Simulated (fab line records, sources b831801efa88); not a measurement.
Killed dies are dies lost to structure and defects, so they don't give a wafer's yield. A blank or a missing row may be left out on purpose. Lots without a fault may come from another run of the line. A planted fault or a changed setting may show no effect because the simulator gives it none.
fab line records | flow sky130
record lots=13 wafers=39 last_day=50
route steps=708 shown RES_XHIGH@360 LOCAL_INTERCONNECT@395 CONTACT@409 PAD_OPEN@708
lots that met no fault: from a run of the same line without faults
start_h: hours from the record's first day to the start of the lot's first wafer shown | wait_h: hours since the lot's step before | " the same as in the row above | L1.1+2: a row that stands for several wafers | - no value, or no start given | * or withheld: withheld | < > ~ a bound
route shown NAME@n: a module of which the file shows steps, and the number in the route of the first | usual: mean/standard deviation of fault-free wafers | same: alike in all rows | chamber/n: place in a boat | sites: the reading at each site | _std_site: their standard deviation | _edge_site: outer sites' mean less inner sites' | radius_mm: how far each site lies from the wafer's centre | mask NAME#n: copy n | behind: the tool/chamber that last shaped the wafer | hold: why the lot was held/for how many hours/how that ended | device: the transistor (n, p or np) that didn't switch | end of line: the same wafers' tests at the end of the route | a step without rows: its recipe alone | killed: dies lost to structure and defects at the first sort, not the wafer's yield | map: a wafer's dies, x killed, . not, _ none there
set.NAME: the setting as run; set.NAME@STEP: as run at that earlier step | model.NAME: the simulator's own value behind a step, which no gauge read
steps of the route over a sample of lots; a table a step, a row a wafer
services: from which hour (start_h, from the record's first day; less than 0 if before it) a tool's chamber was out of use, for how many hours, and why
## steps
# step SKY_SD_N_RS_MEAS_18
# recipe thk_meas_gauge=four-point-probe
# usual RES_XHIGH_RS=333.6/1.1
# columns lot.wafer tool chamber start_h wait_h RES_XHIGH_RS[ohm/sq]
L490.1 film_metro-02 - 651.67 0.1 333.8
L490.4 " - " " 333.2
L490.6 " - " " 333.7
L491.3 film_metro-04 - 661.45 0.1 332.7
L491.4 " - " " 333.3
L491.5 " - " " 332.6
L492.1 film_metro-04 - 666.35 0.1 332.9
L492.2 " - " " 331.0
L492.6 " - " " 332.3
L493.1 film_metro-04 - 678.10 0.1 332.9
L493.2 " - " " 331.2
L493.4 " - " " 332.2
L494.1 film_metro-03 - 685.81 0.1 333.5
L494.5 " - " " 333.3
L494.6 " - " " 332.7
L495.2 film_metro-04 - 690.13 0.1 332.9
L495.3 " - " " 333.6
L495.4 " - " " 334.2
L498.3 film_metro-04 - 719.72 0.1 334.2
L498.5 " - " " 333.8
L498.6 " - " " 334.3
L503.2 film_metro-02 - 754.11 0.1 332.9
L503.3 " - " " 334.5
L503.5 " - " " 335.7
L506.2 film_metro-03 - 776.76 0.1 334.0
L506.3 " - " " 334.1
L506.5 " - " " 334.1
L508.1 film_metro-02 - 795.09 0.1 334.7
L508.4 " - " " 333.1
L508.6 " - " " 333.9
L509.2 film_metro-03 - 798.97 0.1 333.7
L509.3 " - " " 332.5
L509.5 " - " " 333.9
L512.3 film_metro-03 - 818.89 0.1 334.7
L512.4 " - " " 334.3
L512.5 " - " " 334.4
L513.2 film_metro-02 - 834.54 0.1 333.2
L513.3 " - " " 333.2
L513.4 " - " " 334.0
# step SKY_LOCAL_INTERCONNECT_EXPOSE_08
# recipe mask_id=LI1M na=0.8 source_shape=annular sigma_inner=0.55 sigma_outer=0.85 target_cd_nm=170 dose_mj=28
# columns lot.wafer tool chamber start_h wait_h mask
L490.1+4+6 krf_scanner-02 0 696.45 - LI1M#0
L491.3+4+5 krf_scanner-01 0 705.93 - LI1M#0
L492.1+2+6 krf_scanner-01 0 710.36 - LI1M#0
L493.1+2+4 krf_scanner-02 0 722.59 - LI1M#0
L494.1+5+6 krf_scanner-02 0 730.52 - LI1M#0
L495.2+3+4 krf_scanner-02 0 733.04 - LI1M#0
L498.3+5+6 krf_scanner-02 0 762.94 - LI1M#0
L503.2+3+5 krf_scanner-01 0 796.50 - LI1M#0
L506.2+3+5 krf_scanner-02 0 819.42 - LI1M#0
L508.1+4+6 krf_scanner-02 0 837.24 - LI1M#0
L509.2+3+5 krf_scanner-02 0 841.30 - LI1M#0
L512.3+4+5 krf_scanner-02 0 861.39 - LI1M#0
L513.2+3+4 krf_scanner-01 0 877.26 - LI1M#0
# step SKY_LOCAL_INTERCONNECT_CD_MEAS_11
# recipe target_cd_nm=170
# usual cd_nm=170.8/1.5
# columns lot.wafer tool chamber start_h wait_h cd_nm
L490.1 cd_sem-01 - 710.22 - 170.9
L490.4 " - " " 171.4
L490.6 " - " " 170.5
L491.3 cd_sem-01 - 719.61 - 172.2
L491.4 " - " " 173.1
L491.5 " - " " 173.4
L492.1 cd_sem-01 - 724.28 - 169.8
L492.2 " - " " 169.8
L492.6 " - " " 170.5
L493.1 cd_sem-01 - 735.78 - 170.4
L493.2 " - " " 171.1
L493.4 " - " " 170.4
L494.1 cd_sem-02 - 743.97 - 169.6
L494.5 " - " " 170.6
L494.6 " - " " 169.7
L495.2 cd_sem-01 - 746.70 - 44.6
L495.3 " - " " 43.0
L495.4 " - " " 173.1
L498.3 cd_sem-02 - 776.52 - 30.6
L498.5 " - " " 170.7
L498.6 " - " " 168.6
L503.2 cd_sem-02 - 809.74 - 171.8
L503.3 " - " " 171.1
L503.5 " - " " 171.7
L506.2 cd_sem-01 - 832.49 - 172.7
L506.3 " - " " 173.7
L506.5 " - " " 171.6
L508.1 cd_sem-02 - 849.67 - 173.4
L508.4 " - " " 173.9
L508.6 " - " " 173.5
L509.2 cd_sem-01 - 854.09 - 169.8
L509.3 " - " " 169.8
L509.5 " - " " 168.4
L512.3 cd_sem-02 - 874.36 - 171.2
L512.4 " - " " 171.4
L512.5 " - " " 170.7
L513.2 cd_sem-02 - 889.69 - 171.0
L513.3 " - " " 171.5
L513.4 " - " " 171.2
# step SKY_LOCAL_INTERCONNECT_OVL_MEAS_12
# usual LOCAL_INTERCONNECT_OVL=-2/4.8
# columns lot.wafer tool chamber start_h wait_h LOCAL_INTERCONNECT_OVL[nm]
L490.1 overlay-01 - 710.34 0.1 -9
L490.4 " - " " -9
L490.6 " - " " -9
L491.3 overlay-01 - 719.71 0.1 0
L491.4 " - " " -1
L491.5 " - " " 1
L492.1 overlay-01 - 724.40 0.1 -2
L492.2 " - " " -4
L492.6 " - " " 1
L493.1 overlay-02 - 735.90 0.1 1
L493.2 " - " " -1
L493.4 " - " " 2
L494.1 overlay-01 - 744.09 0.1 -3
L494.5 " - " " -3
L494.6 " - " " -9
L495.2 overlay-01 - 746.80 0.1 -6
L495.3 " - " " -7
L495.4 " - " " -1
L498.3 overlay-01 - 776.61 0.1 5
L498.5 " - " " 2
L498.6 " - " " 2
L503.2 overlay-01 - 809.85 0.1 2
L503.3 " - " " 5
L503.5 " - " " 8
L506.2 overlay-01 - 832.59 0.1 -7
L506.3 " - " " -7
L506.5 " - " " -4
L508.1 overlay-02 - 849.79 0.1 -1
L508.4 " - " " -2
L508.6 " - " " -3
L509.2 overlay-01 - 854.20 0.1 -9
L509.3 " - " " -7
L509.5 " - " " -7
L512.3 overlay-02 - 874.45 0.1 -9
L512.4 " - " " 0
L512.5 " - " " -1
L513.2 overlay-02 - 889.79 0.1 4
L513.3 " - " " 4
L513.4 " - " " 6
# step SKY_CONTACT_THK_MEAS_03
# recipe reads=SiO2_of_CONTACT_HDPCVD_02
# usual CONTACT_HDPCVD_THK=565/7.6
# columns lot.wafer tool chamber start_h wait_h CONTACT_HDPCVD_THK[nm]
L490.1 film_metro-02 - 711.38 0.0 554
L490.4 " - " " 554
L490.6 " - " " 548
L491.3 film_metro-01 - 720.77 0.1 567
L491.4 " - " " 555
L491.5 " - " " 569
L492.1 film_metro-01 - 725.35 0.0 555
L492.2 " - " " 566
L492.6 " - " " 573
L493.1 film_metro-04 - 736.81 0.0 573
L493.2 " - " " 563
L493.4 " - " " 577
L494.1 film_metro-02 - 745.02 0.0 574
L494.5 " - " " 568
L494.6 " - " " 567
L495.4 film_metro-02 - 747.75 0.0 558
L498.5 film_metro-02 - 777.54 0.0 577
L498.6 " - " " 566
L503.2 film_metro-04 - 810.78 0.0 574
L503.3 " - " " 567
L503.5 " - " " 569
L506.2 film_metro-04 - 833.51 0.0 567
L506.3 " - " " 569
L506.5 " - " " 561
L508.1 film_metro-01 - 850.72 0.0 567
L508.4 " - " " 567
L508.6 " - " " 569
L509.2 film_metro-01 - 855.11 0.0 558
L509.3 " - " " 550
L509.5 " - " " 554
L512.3 film_metro-04 - 875.37 0.1 561
L512.4 " - " " 554
L512.5 " - " " 570
L513.2 film_metro-01 - 890.70 0.0 559
L513.3 " - " " 556
L513.4 " - " " 570
# step SKY_PAD_OPEN_PROBE_99
# usual killed_at_M0_to_M3=42/7.2 killed_at_M4_up=3.4/2.1 killed_at_contacts=24/5.4 killed_at_front_end=15/4 killed_at_other=0.3/0.53 killed_dies=85/8.8 killed_on_rim=16/3.5 killed_open=47/6.7 killed_short=38/6.5
# same gross_dies=492 killed_at_back_side=0
# columns lot.wafer tool chamber start_h wait_h killed_at_M0_to_M3 killed_at_M4_up killed_at_contacts killed_at_front_end killed_at_other killed_dies killed_on_rim killed_open killed_short
L493.1 prober-01 - 1099.83 0.1 44 3 22 18 1 88 17 36 51
L493.2 prober-01 - 1099.88 0.1 41 4 35 11 1 92 22 48 44
L493.4 prober-01 - 1099.98 0.2 58 6 26 16 0 106 22 62 43
L494.1 prober-02 - 1105.50 0.1 39 0 19 17 0 75 20 37 38
L494.5 prober-02 - 1105.70 0.2 36 1 22 17 1 77 23 37 40
L494.6 prober-02 - 1105.75 0.2 42 3 16 10 0 71 15 43 28
L495.2 prober-01 - 1108.43 0.1 49 2 421 20 0 492 96 62 44
L495.3 prober-01 - 1108.48 0.2 41 4 434 13 0 492 96 47 33
L495.4 prober-01 - 1108.53 0.2 55 3 26 8 0 92 14 64 28
L498.3 prober-02 - 1130.73 0.2 46 2 425 18 1 492 96 50 36
L498.5 prober-02 - 1130.83 0.2 35 8 23 16 0 82 19 46 35
L498.6 prober-02 - 1130.88 0.2 36 2 14 22 2 76 18 43 31
L503.2 prober-01 - 1157.48 0.1 34 1 28 15 0 78 15 44 34
L503.3 prober-01 - 1157.53 0.2 32 0 30 25 0 87 20 42 45
L503.5 prober-01 - 1157.63 0.2 42 1 25 13 0 81 15 44 37
L506.2 prober-02 - 1168.71 0.1 45 2 27 18 0 92 18 50 42
L506.3 prober-02 - 1168.76 0.2 39 4 29 11 0 83 15 44 39
L506.5 prober-02 - 1168.86 0.2 41 2 22 22 0 87 14 41 46
L508.1 prober-02 - 1179.22 0.1 47 3 21 9 2 82 13 43 37
L508.4 prober-02 - 1179.37 0.2 43 3 22 8 0 76 11 47 29
L508.6 prober-02 - 1179.47 0.2 45 1 21 13 1 81 20 48 32
L509.2 prober-02 - 1181.80 0.1 51 1 26 18 0 96 21 53 43
L509.3 prober-02 - 1181.85 0.2 39 6 19 13 0 77 13 46 31
L509.5 prober-02 - 1181.95 0.2 42 2 29 17 1 91 15 58 32
L513.2 prober-02 - 1203.04 0.1 46 4 27 7 0 84 12 55 28
L513.3 prober-02 - 1203.09 0.2 44 3 32 12 0 91 20 51 40
L513.4 prober-02 - 1203.14 0.2 29 10 31 15 1 86 12 53 33
# killed by level:class
L493.1 CONTACT:geometric_particle:open=9 FIELD_ISO:geometric_particle:short=8 VIA1:geometric_particle:short=7 METAL1:geometric_particle:short=6 VIA2:geometric_particle:short=6 VIA1:geometric_particle:open=5 LI_CONTACT:geometric_particle:short=4 LI_CONTACT:geometric_particle:open=4
L493.2 CONTACT:geometric_particle:open=14 LI_CONTACT:geometric_particle:open=9 VIA1:geometric_particle:open=9 LI_CONTACT:geometric_particle:short=8 METAL2:geometric_particle:short=8 METAL1:geometric_particle:short=5 VIA2:geometric_particle:open=5 VIA3:geometric_particle:open=5
L493.4 VIA1:geometric_particle:open=16 CONTACT:geometric_particle:open=10 VIA2:geometric_particle:open=9 VIA1:geometric_particle:short=8 VIA3:geometric_particle:open=7 LI_CONTACT:geometric_particle:open=6 FIELD_ISO:geometric_particle:open=4 LOCAL_INTERCONNECT:geometric_particle:short=4
L494.1 METAL1:geometric_particle:short=8 VIA1:geometric_particle:open=8 METAL2:geometric_particle:short=7 LI_CONTACT:geometric_particle:open=6 CONTACT:geometric_particle:short=6 POLY_GATE:geometric_particle:open=5 CONTACT:geometric_particle:open=4 POLY_GATE:geometric_particle:short=3
L494.5 METAL1:geometric_particle:short=9 VIA1:geometric_particle:open=7 VIA3:geometric_particle:open=7 LI_CONTACT:geometric_particle:open=6 CONTACT:geometric_particle:open=6 FIELD_ISO:geometric_particle:open=5 FIELD_ISO:geometric_particle:short=4 POLY_GATE:geometric_particle:short=4
L494.6 VIA1:geometric_particle:open=8 LI_CONTACT:geometric_particle:open=7 VIA2:geometric_particle:open=7 METAL2:geometric_particle:short=6 CONTACT:geometric_particle:open=5 VIA3:geometric_particle:open=5 METAL1:geometric_particle:short=5 VIA3:geometric_particle:short=4
L495.2 LOCAL_INTERCONNECT:area_expose=386 CONTACT:geometric_particle:open=13 LI_CONTACT:geometric_particle:open=9 FIELD_ISO:geometric_particle:short=8 CONTACT:geometric_particle:short=8 VIA1:geometric_particle:open=8 VIA3:geometric_particle:open=8 VIA2:geometric_particle:open=6
L495.3 LOCAL_INTERCONNECT:area_expose=412 VIA1:geometric_particle:open=19 LI_CONTACT:geometric_particle:open=7 CONTACT:geometric_particle:open=7 METAL2:geometric_particle:short=6 FIELD_ISO:geometric_particle:open=4 POLY_GATE:geometric_particle:short=4 VIA1:geometric_particle:short=4
L495.4 VIA1:geometric_particle:open=15 CONTACT:geometric_particle:open=12 VIA3:geometric_particle:open=11 VIA2:geometric_particle:open=9 CONTACT:geometric_particle:short=6 VIA1:geometric_particle:short=6 LI_CONTACT:geometric_particle:open=5 METAL2:geometric_particle:open=3
L498.3 LOCAL_INTERCONNECT:area_expose=405 VIA1:geometric_particle:open=16 CONTACT:geometric_particle:open=8 VIA3:geometric_particle:open=6 POLY_GATE:geometric_particle:open=5 METAL3:geometric_particle:short=5 FIELD_ISO:geometric_particle:short=4 LOCAL_INTERCONNECT:geometric_particle:short=4
L498.5 CONTACT:geometric_particle:open=12 VIA1:geometric_particle:open=7 FIELD_ISO:geometric_particle:short=5 VIA3:geometric_particle:open=5 METAL4:geometric_particle:short=5 LI_CONTACT:geometric_particle:open=4 CONTACT:geometric_particle:short=4 METAL1:geometric_particle:short=4
L498.6 VIA1:geometric_particle:open=16 FIELD_ISO:geometric_particle:short=6 FIELD_ISO:geometric_particle:open=6 CONTACT:geometric_particle:open=6 SPACER:geometric_particle:open=6 METAL1:geometric_particle:short=6 VIA2:geometric_particle:short=4 LI_CONTACT:geometric_particle:open=3
L503.2 CONTACT:geometric_particle:open=9 LI_CONTACT:geometric_particle:open=7 VIA1:geometric_particle:open=7 FIELD_ISO:geometric_particle:open=5 METAL2:geometric_particle:short=5 CONTACT:geometric_particle:short=5 METAL1:geometric_particle:short=5 VIA3:geometric_particle:open=5
L503.3 CONTACT:geometric_particle:open=12 FIELD_ISO:geometric_particle:short=8 VIA1:geometric_particle:open=7 LOCAL_INTERCONNECT:geometric_particle:short=6 VIA1:geometric_particle:short=6 FIELD_ISO:geometric_particle:open=5 VIA2:geometric_particle:open=5 POLY_GATE:geometric_particle:short=4
L503.5 CONTACT:geometric_particle:open=13 VIA1:geometric_particle:open=10 METAL2:geometric_particle:short=7 CONTACT:geometric_particle:short=6 VIA2:geometric_particle:open=6 METAL1:geometric_particle:short=5 FIELD_ISO:geometric_particle:short=4 FIELD_ISO:geometric_particle:open=4
L506.2 CONTACT:geometric_particle:open=10 VIA1:geometric_particle:open=10 VIA2:geometric_particle:open=7 LI_CONTACT:geometric_particle:open=6 CONTACT:geometric_particle:short=6 POLY_GATE:geometric_particle:open=5 VIA1:geometric_particle:short=4 METAL2:geometric_particle:short=4
L506.3 CONTACT:geometric_particle:open=13 METAL2:geometric_particle:short=9 LI_CONTACT:geometric_particle:open=6 VIA3:geometric_particle:open=6 LOCAL_INTERCONNECT:geometric_particle:short=5 METAL1:geometric_particle:short=5 POLY_GATE:geometric_particle:short=4 VIA1:geometric_particle:open=4
L506.5 POLY_GATE:geometric_particle:short=9 VIA1:geometric_particle:open=9 LI_CONTACT:geometric_particle:open=7 METAL2:geometric_particle:short=7 LI_CONTACT:geometric_particle:short=6 CONTACT:geometric_particle:open=6 VIA2:geometric_particle:open=6 POLY_GATE:geometric_particle:open=5
L508.1 VIA1:geometric_particle:open=16 VIA2:geometric_particle:open=7 CONTACT:geometric_particle:short=6 CONTACT:geometric_particle:open=5 FIELD_ISO:geometric_particle:open=4 LI_CONTACT:geometric_particle:short=4 LI_CONTACT:geometric_particle:open=4 METAL2:geometric_particle:short=4
L508.4 VIA1:geometric_particle:open=13 CONTACT:geometric_particle:open=9 VIA2:geometric_particle:open=7 VIA1:geometric_particle:short=5 VIA3:geometric_particle:open=5 VIA3:geometric_particle:short=4 LI_CONTACT:geometric_particle:open=4 LOCAL_INTERCONNECT:geometric_particle:open=4
L508.6 VIA1:geometric_particle:open=13 LI_CONTACT:geometric_particle:open=9 VIA2:geometric_particle:open=7 POLY_GATE:geometric_particle:short=5 CONTACT:geometric_particle:open=5 METAL1:geometric_particle:short=5 VIA3:geometric_particle:open=5 POLY_GATE:geometric_particle:open=4
L509.2 VIA1:geometric_particle:open=11 CONTACT:geometric_particle:open=10 CONTACT:geometric_particle:short=8 VIA2:geometric_particle:open=8 VIA3:geometric_particle:short=8 VIA2:geometric_particle:short=7 POLY_GATE:geometric_particle:open=5 VIA1:geometric_particle:short=5
L509.3 VIA1:geometric_particle:open=15 VIA2:geometric_particle:open=6 CONTACT:geometric_particle:open=6 FIELD_ISO:geometric_particle:open=4 CONTACT:geometric_particle:short=4 METAL2:geometric_particle:short=4 METAL4:geometric_particle:short=4 FIELD_ISO:geometric_particle:short=3
L509.5 CONTACT:geometric_particle:open=14 VIA2:geometric_particle:open=13 LI_CONTACT:geometric_particle:open=7 VIA3:geometric_particle:open=6 VIA1:geometric_particle:short=5 VIA1:geometric_particle:open=5 FIELD_ISO:geometric_particle:short=4 FIELD_ISO:geometric_particle:open=4
L513.2 LI_CONTACT:geometric_particle:open=10 CONTACT:geometric_particle:open=10 VIA2:geometric_particle:open=10 VIA1:geometric_particle:open=8 VIA3:geometric_particle:open=6 METAL1:geometric_particle:short=6 VIA1:geometric_particle:short=5 CONTACT:geometric_particle:short=4
L513.3 CONTACT:geometric_particle:open=11 VIA3:geometric_particle:open=9 VIA1:geometric_particle:open=9 LI_CONTACT:geometric_particle:open=8 CONTACT:geometric_particle:short=7 METAL3:geometric_particle:short=6 FIELD_ISO:geometric_particle:short=5 METAL1:geometric_particle:short=4
L513.4 LI_CONTACT:geometric_particle:open=11 CONTACT:geometric_particle:open=10 METAL4:geometric_particle:short=8 VIA1:geometric_particle:open=7 VIA2:geometric_particle:open=6 FIELD_ISO:geometric_particle:open=5 POLY_GATE:geometric_particle:open=4 LI_CONTACT:geometric_particle:short=4
## services
# columns tool chamber start_h hours kind
krf_scanner-01 - 680.65 1.3 pm
krf_scanner-02 - 681.95 1.3 pm
krf_scanner-01 0 694.55 - calibration
krf_scanner-02 - 698.43 1.0 pm
krf_scanner-01 - 730.45 1.0 pm
krf_scanner-02 - 752.00 3.6 pm
krf_scanner-01 - 782.86 2.0 repair
krf_scanner-02 - 789.41 0.8 pm
krf_scanner-01 - 811.61 0.8 pm
krf_scanner-02 0 825.26 - calibration
krf_scanner-01 - 835.07 3.4 repair
krf_scanner-01 0 851.23 - calibration
krf_scanner-02 - 854.85 3.4 repair
krf_scanner-01 - 858.27 1.3 pm
krf_scanner-02 - 859.57 1.3 pm
krf_scanner-02 - 867.43 1.0 pm
krf_scanner-02 - 869.59 7.9 repair
## key
first_sign step=SKY_LOCAL_INTERCONNECT_CD_MEAS_11 reading=cd_nm direction=down sigmas=88 usual=170.8 struck=39.4
effect step=SKY_PAD_OPEN_PROBE_99 reading=killed_at_contacts direction=up sigmas=74 usual=24 struck=427
more_kills_born_at SKY_LOCAL_INTERCONNECT_EXPOSE_08@krf_scanner-02=1203
met_at SKY_LOCAL_INTERCONNECT_EXPOSE_08
struck_lots L495,L498
struck_wafers L495.2,L495.3,L498.3
later_rows_left_out L495.2,L495.3,L498.3
tester_left_out L495,L498
not_acting_at SKY_SD_N_RS_MEAS_18,SKY_LOCAL_INTERCONNECT_OVL_MEAS_12,SKY_CONTACT_THK_MEAS_03
onset_between 730.52 733.04
fault kind=process_parameter_drift tool=krf_scanner-02 chamber=- onset_h=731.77 steps=SKY_LOCAL_INTERCONNECT_EXPOSE_08 channel=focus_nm offset=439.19 shape=step end_h=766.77 scope=struck_wafers_only
# tester_left_out: of these lots the tester's yield and bins aren't shown, on N5 and GAA mostly nor the transistor test; their killed dies are dies lost to structure and defects alone, not to doping, threshold or leakage, so they don't give the yield
# later_rows_left_out: the simulator's readings of these wafers behind a module that went badly wrong aren't trusted and aren't shown, but for the sort
